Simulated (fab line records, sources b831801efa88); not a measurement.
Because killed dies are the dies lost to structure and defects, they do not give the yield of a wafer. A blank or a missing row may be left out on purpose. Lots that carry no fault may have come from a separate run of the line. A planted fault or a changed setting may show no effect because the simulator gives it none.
A struck lot beside a sound one + flow sky130 + 16 steps out of a route of 708
Sound: the wafers L464.1, L464.2, L464.3. Struck: wafer L467.5 (L467.1, L467.6, from the same lot, were not struck and are left out); the cause is given at the end.
At each step with rows: each side's tool, then ch and its chambers, then its first start. Under that, the readings that differ: sound wafers + struck wafers + difference of the means + sigmas: that difference in standard deviations of wafers without a fault.
alike: readings whose means differ by less than 2 such deviations, and words and numbers that are the same on both sides. not compared: withheld readings, readings that some wafer has no value for, bounds like >300 that may hide the same value, and numbers for which the record gives no deviation and whose values overlap.
The two part at a step that has a row with sigmas, a row that says differs or no value, or rows on one side only. When numbers do not overlap yet have no deviation, they are printed without sigmas and do not part them. A reading that every wafer of one side lacks parts them only if that side has two wafers or more.

first, 7 steps without rows for these wafers: SKY_METAL3_HMDS_06 (prime time 60 s); SKY_METAL3_COAT_07 (resist thk 60 nm); SKY_METAL3_COAT_08 (resist thk 1140 nm); SKY_METAL3_SOFTBAKE_09 (time 90 s); SKY_METAL3_EXPOSE_10 (exposes mask MM3, target cd 300 nm); SKY_METAL3_PEB_11; SKY_METAL3_DEVELOP_12 (develop time 60 s).
SKY_METAL3_CD_MEAS_13 targets a cd of 300 nm.
  struck on cdSem-01, day 39 16:13; sound on cdSem-01, day 38 13:58
  alike: cdNm
SKY_METAL3_OVL_MEAS_14:
  struck on overlay-01, day 39 16:20; sound on overlay-02, day 38 14:05
  alike: METAL3_OVL
SKY_METAL3_DESCUM_15: chemistry O2, time 8 s.
  sound on rieMetal-04 ch 0,1, day 38 14:08; struck on rieMetal-04 ch 1, day 39 16:23
  alike: drypumpMotorCurrentA, oesProductAu
  not compared: rfHoursCounterH
SKY_METAL3_ETCH_16: etches BARC in N2/H2, stops on SiO2, time 88.2 s, target depth 60 nm.
  sound on rieMetal-04 ch 0,1, day 38 14:10; struck on rieMetal-04 ch 1, day 39 16:25
| reading           | sound             | struck | difference | sigmas |
|-------------------|-------------------|--------|------------|--------|
| h2FlowSccm (sccm) | 200.0 200.0 200.0 | 201.5  | +1.5       | +2     |
  alike: biasW, drypumpMotorCurrentA, oesProductAu, runLengthS, throttleValvePct
  not compared: rfHoursCounterH
SKY_METAL3_ETCH_17: etches SiO2 in C4F8/O2/Ar, stops on TiN, time 3.9 s, target depth 15 nm.
  sound on rieDiel-04 ch 0,1,3, day 38 14:16; struck on rieDiel-02 ch 3, day 39 16:31
  alike: biasW, oesProductAu
  not compared: rfHoursCounterH
SKY_METAL3_METAL_ETCH_18: etches the open film in Cl2/BCl3, stops on SiO2, target depth 845 nm, time 183.1 s.
  sound on rieMetal-03 ch 0,1, day 38 14:17; struck on rieMetal-03 ch 0, day 39 16:32
| reading                                      | sound             | struck | difference | sigmas |
|----------------------------------------------|-------------------|--------|------------|--------|
| oesProductAu (a.u.)                          | 0.855 0.863 0.864 | 1.003  | +0.142     | +22    |
| runLengthS (s)                               | 211.7 211.8 212.3 | 182.0  | -29.9      | -42    |
| model.KrF-thick_of_METAL3_COAT_08.thkNm (nm) | 517.5 530.3 526.4 | 624.2  | +99.5      |        |
| model.METAL3.cdNm (nm)                       | 294.7 302.2 297.2 | 309.4  | +11.4      |        |
| model.SiO2_of_VIA2_HDPCVD_00.thkNm (nm)      | 464.2 464.2 466   | 469.8  | +5.0       |        |
  alike: bcl3FlowSccm, drypumpMotorCurrentA, throttleValvePct
  not compared: biasW, rfHoursCounterH
SKY_METAL3_STRIP_19: strips in O2/N2.
  sound on plasmaAsher-03 ch 0,1, day 38 14:28; struck on plasmaAsher-03 ch 1, day 39 16:43
| reading                  | sound             | struck | difference | sigmas |
|--------------------------|-------------------|--------|------------|--------|
| o2FlowSccm (sccm)        | 3005 3011 3015    | 2989   | -21        | -2     |
| oesProductAu (a.u.)      | 0.496 0.498 0.499 | 0.545  | +0.047     | +10    |
| stripTimeToEndpointS (s) | 6.43 6.57 6.54    | 7.48   | +0.97      | +14    |
  alike: drypumpMotorCurrentA
  not compared: rfHoursCounterH
then, 1 step without rows for these wafers: SKY_METAL3_STRIP_20 (strips in post etch residue remover, time 1200 s).
-- the record jumps here: 7 days lie between the struck wafers' starts before and after (it left off in module METAL3 and takes up again in module PAD_OPEN, whose first step shown is number 708 of the route) --
SKY_PAD_OPEN_PROBE_99:
  struck on prober-01, day 46 15:44; sound on prober-02, day 45 17:28
| reading                           | sound                | struck | difference | sigmas |
|-----------------------------------|----------------------|--------|------------|--------|
| model.etest.met3.widthNm (nm)     | 297.6 302.3 297.6    | 311.8  | +12.6      |        |
| model.etest.met3Comb.leakLog10AUm | -11.88 -11.87 -12.05 | -11.71 | +0.22      |        |
| model.etest.met3.lineOhmUm        | 0.1438 0.1427 0.1454 | 0.1386 | -0.0054    |        |

== WHERE THEY PART ==
Earliest at SKY_METAL3_ETCH_16; latest, in this record, at SKY_METAL3_STRIP_19.

WHY: what the simulator had put in
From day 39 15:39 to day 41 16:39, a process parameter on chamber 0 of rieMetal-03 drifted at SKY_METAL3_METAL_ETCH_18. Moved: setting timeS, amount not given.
